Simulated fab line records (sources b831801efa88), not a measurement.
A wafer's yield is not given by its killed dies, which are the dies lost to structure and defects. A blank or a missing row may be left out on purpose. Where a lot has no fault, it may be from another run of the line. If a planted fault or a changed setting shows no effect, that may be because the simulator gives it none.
What tool caused it? + flow gf180mcu + route of 602 steps, sampled at 1 step: 6 lots, 18 wafers

== WHAT THE GAUGES SHOWED, per wafer ==
GF_PSD_CD_MEAS_07 targets a cd of 400 nm.
| lot  | measured     | on       | cdNm (nm)         |
|------|--------------|----------|-------------------|
| L266 | day 15 23:19 | cdSem-02 | 400.6 401.9 401.8 |
| L268 | day 16 19:56 | cdSem-02 | 404.0 403.7 402.0 |
| L270 | day 17 09:28 | cdSem-02 | 397.9 396.9 397.9 |
| L274 | day 18 22:55 | cdSem-01 | 400.9 400.8 399.9 |
| L281 | day 21 09:08 | cdSem-02 | 396.4 398.4 398.8 |
| L283 | day 21 18:40 | cdSem-02 | 395.4 396.5 396.6 |

== EACH LOT AND THE TOOL THAT RAN IT (in order: tool; ch and the chambers of the sampled wafers; start) ==
The record shows no process step preceding these readings.

== THE ANSWER, worked out from the rows above alone ==
Rule: what is usual is taken from the lots themselves. Put in order of their means at a reading, lots are off if they are a third of the lots or fewer, leave a main group of 4 or more, and stand apart from it by a gap of 3 or more times the standard deviation of the main group's means; of several such gaps the widest counts. The tables above print the reading to a certain number of digits; a main group whose means all agree to those digits is not used. A lot without any number at a reading at which 4 lots or more have one is off too. The other lots that the step has rows for count as sound.
None of the lots is off at any reading shown; this tells nothing.

== WHAT THE SIMULATOR HAD INSERTED ==
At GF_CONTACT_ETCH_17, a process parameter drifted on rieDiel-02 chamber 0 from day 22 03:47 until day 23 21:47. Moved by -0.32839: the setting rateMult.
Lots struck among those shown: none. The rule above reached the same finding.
